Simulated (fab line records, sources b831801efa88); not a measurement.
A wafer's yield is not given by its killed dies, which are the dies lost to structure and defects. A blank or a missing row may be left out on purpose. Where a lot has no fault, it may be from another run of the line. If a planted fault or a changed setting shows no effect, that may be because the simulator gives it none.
Which tool was responsible? | flow sky130 | 12 lots with 36 wafers sampled at 6 steps, on a route of 708 steps

WHAT THE GAUGES READ, wafer by wafer
SKY_FIELD_ISO_THK_MEAS_02. Usual: for FIELD_ISO_OXIDATION_00_THK the level is 11.96 nm and the standard deviation is 0.22.
lot  | measured    | on            | FIELD_ISO_OXIDATION_00_THK (nm) | flag
L287 | day 1 12:07 | film metro-01 | 12.05 12.21 12.27               |
L288 | day 1 17:37 | film metro-02 | 12.04 12.09 11.95               |
L289 | day 1 22:27 | film metro-03 | 11.69 11.73 11.68               |
L291 | day 2 09:06 | film metro-02 | 12.02 12.17 12.15               |
L292 | day 2 13:39 | film metro-02 | 12.09 12.02 11.96               |
L293 | day 2 18:38 | film metro-03 | 12.19 12.24 12.31               |
L296 | day 3 14:03 | film metro-03 | 11.75 11.85 11.54               |
L299 | day 4 01:26 | film metro-03 | 12.16 12.05 12.01               |
L301 | day 4 09:38 | film metro-01 | 11.58 11.62 11.65               |
L302 | day 4 16:53 | film metro-02 | 12.12 11.65 11.91               |
L308 | day 5 20:38 | film metro-03 | 11.97 12.19 12.08               |
L310 | day 6 08:09 | film metro-01 | 11.92 11.98 11.85               |

SKY_PWDE_TW_MEAS_10. Usual: for PWDE_TW the level is 372.6 and the standard deviation is 2.8.
lot  | measured    | on            | PWDE_TW           | flag
L287 | day 3 20:56 | film metro-01 | 370.3 370.1 372.1 |
L288 | day 4 03:12 | film metro-01 | 370.8 370.8 367.5 |
L289 | day 4 09:10 | film metro-02 | 374.9 376.1 376.0 |
L291 | day 5 06:19 | film metro-01 | 370.3 369.5 371.9 |
L292 | day 5 06:10 | film metro-04 | 372.7 373.9 371.0 |
L293 | day 5 10:15 | film metro-02 | 378.2 378.1 374.9 |
L296 | day 6 06:39 | film metro-02 | 378.5 380.2 379.8 |
L299 | day 6 15:43 | film metro-04 | 349.2 347.8 348.7 | OFF
L301 | day 7 03:36 | film metro-04 | 347.8 348.6 346.0 | OFF
L302 | day 7 08:06 | film metro-01 | 371.2 370.9 371.3 |
L308 | day 8 16:41 | film metro-01 | 370.4 373.1 372.9 |
L310 | day 9 09:40 | film metro-02 | 379.4 377.1 378.5 |

SKY_NWELL_RS_MEAS_31: a four-point-probe measurement. Usual: for PWDE_RS the level is 5277 ohm/sq and the standard deviation is 15.
lot  | measured     | on            | PWDE_RS (ohm/sq) | flag
L287 | day 5 07:22  | film metro-01 | 5274 5278 5278   |
L288 | day 5 14:47  | film metro-04 | 5268 5277 5258   |
L289 | day 5 20:51  | film metro-01 | 5288 5276 5274   |
L291 | day 6 20:21  | film metro-04 | 5266 5269 5264   |
L292 | day 6 18:58  | film metro-02 | 5280 5303 5294   |
L293 | day 7 00:28  | film metro-02 | 5304 5284 5304   |
L296 | day 7 23:11  | film metro-02 | 5289 5274 5273   |
L299 | day 8 07:31  | film metro-02 | 6259 6218 6254   | OFF
L301 | day 8 21:22  | film metro-02 | 6210 6225 6219   | OFF
L302 | day 9 01:56  | film metro-01 | 5296 5316 5298   |
L308 | day 10 12:30 | film metro-01 | 5261 5246 5268   |
L310 | day 11 06:58 | film metro-01 | 5288 5286 5264   |

SKY_GATE_OXIDE_OVL_MEAS_10. Usual: for GATE_OXIDE_OVL the level is 0.1 nm and the standard deviation is 1.6.
lot  | measured     | on         | GATE_OXIDE_OVL (nm) | flag
L287 | day 13 16:43 | overlay-02 | -0.2 1.0 0.7        |
L288 | day 14 02:06 | overlay-01 | -1.9 -3.0 -2.8      |
L289 | day 14 07:50 | overlay-02 | 3.0 1.9 2.5         |
L291 | day 15 21:22 | overlay-01 | -0.4 0.1 -1.8       |
L292 | day 15 19:09 | overlay-01 | -1.6 -1.3 -0.7      |
L293 | day 17 07:06 | overlay-02 | 2.9 3.5 2.7         |
L296 | day 17 15:26 | overlay-01 | -0.6 -0.6 -2.8      |
L299 | day 17 18:42 | overlay-01 | -1.4 -0.4 -0.9      |
L301 | day 18 21:08 | overlay-02 | -0.9 -0.9 0.5       |
L302 | day 19 02:51 | overlay-01 | -2.0 -2.5 -0.3      |
L308 | day 20 22:25 | overlay-02 | 1.1 0.0 2.5         |
L310 | day 22 14:46 | overlay-01 | 2.4 3.3 3.3         |

TOOL THAT RAN EACH LOT (tool first, then ch and the chambers of the sampled wafers, then the start)
lot  | SKY_FIELD_ISO_CMP_27         | SKY_PWDE_IMPLANT_08
L287 | cmp-02 ch 1,2, day 2 10:36   | implanter-02 ch 0, day 3 20:42
L288 | cmp-01 ch 0,2,3, day 2 15:53 | implanter-04 ch 0, day 4 02:57
L289 | cmp-01 ch 0,2,3, day 2 22:57 | implanter-03 ch 0, day 4 08:55
L291 | cmp-02 ch 1,2, day 3 16:27   | implanter-04 ch 0, day 5 06:04
L292 | cmp-02 ch 0,2,3, day 3 16:48 | implanter-03 ch 0, day 5 05:55
L293 | cmp-01 ch 1,3, day 3 20:53   | implanter-04 ch 0, day 5 10:00
L296 | cmp-01 ch 1,3, day 4 13:53   | implanter-04 ch 0, day 6 06:24
L299 | cmp-01 ch 0,2,3, day 5 00:30 | implanter-03 ch 0, day 6 15:28
L301 | cmp-01 ch 0,2,3, day 5 10:37 | implanter-03 ch 0, day 7 03:21
L302 | cmp-02 ch 0,2,3, day 5 16:38 | implanter-04 ch 0, day 7 07:51
L308 | cmp-01 ch 0,2,3, day 6 21:15 | implanter-02 ch 0, day 8 16:21
L310 | cmp-02 ch 0,2,3, day 7 12:28 | implanter-02 ch 0, day 9 09:25
- SKY_FIELD_ISO_CMP_27: polishes, stops on Si3N4, t overpolish 16 s, target thk 457.8 nm.
- SKY_PWDE_IMPLANT_08

AS READ BY THE TOOLS THEMSELVES (means over the sampled wafers that have a number; for cases with no such wafer, the mark the record gives instead)
SKY_FIELD_ISO_CMP_27. Usual: motor current A 11.5 A, standard deviation 0.78; overpolish run s 16.001 s, standard deviation 0.0089; platen rpm 60.00 rpm, standard deviation 0.04; time to endpoint s 110 s, standard deviation 4.1.
lot  | tool   | motor current A (A) | overpolish run s (s) | platen rpm (rpm) | time to endpoint s (s) | flag
L287 | cmp-02 | 10.7                | 16.008               | 60.01            | 112                    |
L288 | cmp-01 | 11.6                | 16.000               | 59.98            | 115                    |
L289 | cmp-01 | 11.5                | 16.001               | 60.03            | 119                    |
L291 | cmp-02 | 10.6                | 16.013               | 60.00            | 109                    |
L292 | cmp-02 | 11.3                | 16.000               | 60.03            | 106                    |
L293 | cmp-01 | 12.5                | 16.000               | 60.02            | 117                    |
L296 | cmp-01 | 12.0                | 15.998               | 60.03            | 110                    |
L299 | cmp-01 | 11.8                | 16.000               | 60.02            | 111                    |
L301 | cmp-01 | 11.5                | 16.002               | 59.98            | 116                    |
L302 | cmp-02 | 11.6                | 16.000               | 60.00            | 109                    |
L308 | cmp-01 | 11.7                | 15.985               | 60.02            | 109                    |
L310 | cmp-02 | 11.2                | 15.994               | 59.99            | 107                    |

SKY_PWDE_IMPLANT_08. Usual: dose ions cm2 3.6e+12, standard deviation 4.1e+09; faraday current uA 20.3, standard deviation 0.39.
lot  | tool         | dose ions cm2 | faraday current uA | flag
L287 | implanter-02 | 3.6e+12       | 20.3               |
L288 | implanter-04 | 3.6e+12       | 20.2               |
L289 | implanter-03 | 3.6e+12       | 20.0               |
L291 | implanter-04 | 3.6e+12       | 20.2               |
L292 | implanter-03 | 3.6e+12       | 20.2               |
L293 | implanter-04 | 3.6e+12       | 20.2               |
L296 | implanter-04 | 3.6e+12       | 20.5               |
L299 | implanter-03 | 2.9e+12       | 16.6               | OFF
L301 | implanter-03 | 2.9e+12       | 16.6               | OFF
L302 | implanter-04 | 3.6e+12       | 20.1               |
L308 | implanter-02 | 3.6e+12       | 20.2               |
L310 | implanter-02 | 3.6e+12       | 20.4               |

THE ANSWER, worked out from the rows above alone
Rule: lot off if the mean of its wafers having a number is beyond 3 standard deviations from the usual mean. A lot without any number at a reading at which 4 lots or more have one is off too. Any other lot the step has rows for is counted as sound. The gauges are gone through in route order, then the tools' own readings, and for those a lot's mean is taken as printed above. At the first step where some lot is off, the reading lying furthest off is the one used; lots without a number count as furthest.
Off: L299, L301, at SKY_PWDE_TW_MEAS_10 (PWDE_TW).
If a tool, at a process step before that reading, ran all the lots that are off and no sound lot after the first of them, it fits. The gauges at SKY_PWDE_TW_MEAS_10 aren't tried: what is off there is off at SKY_NWELL_RS_MEAS_31 too, on other tools, and a gauge's error can't cause that. One fits: implanter-03 at SKY_PWDE_IMPLANT_08. Its last sound lot is L292 (day 5 05:55), its first lot that is off L299 (day 6 15:28): a fault that began between those two fits.
The tool's own readings at SKY_PWDE_IMPLANT_08 bear it out: on the lots that are off they differ by more than 5 times the standard deviation of the sound lots' means. dose ions cm2 reads 2.9e+12 there against 3.6e+12 on the sound lots; faraday current uA reads 16.6 there against 20.2 on the sound lots.

WHAT WAS PUT IN BY THE SIMULATOR
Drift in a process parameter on implanter-03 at SKY_PWDE_IMPLANT_08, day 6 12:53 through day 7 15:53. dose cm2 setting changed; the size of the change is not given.
Struck lots among those shown: L299, L301. The rule above found the same.
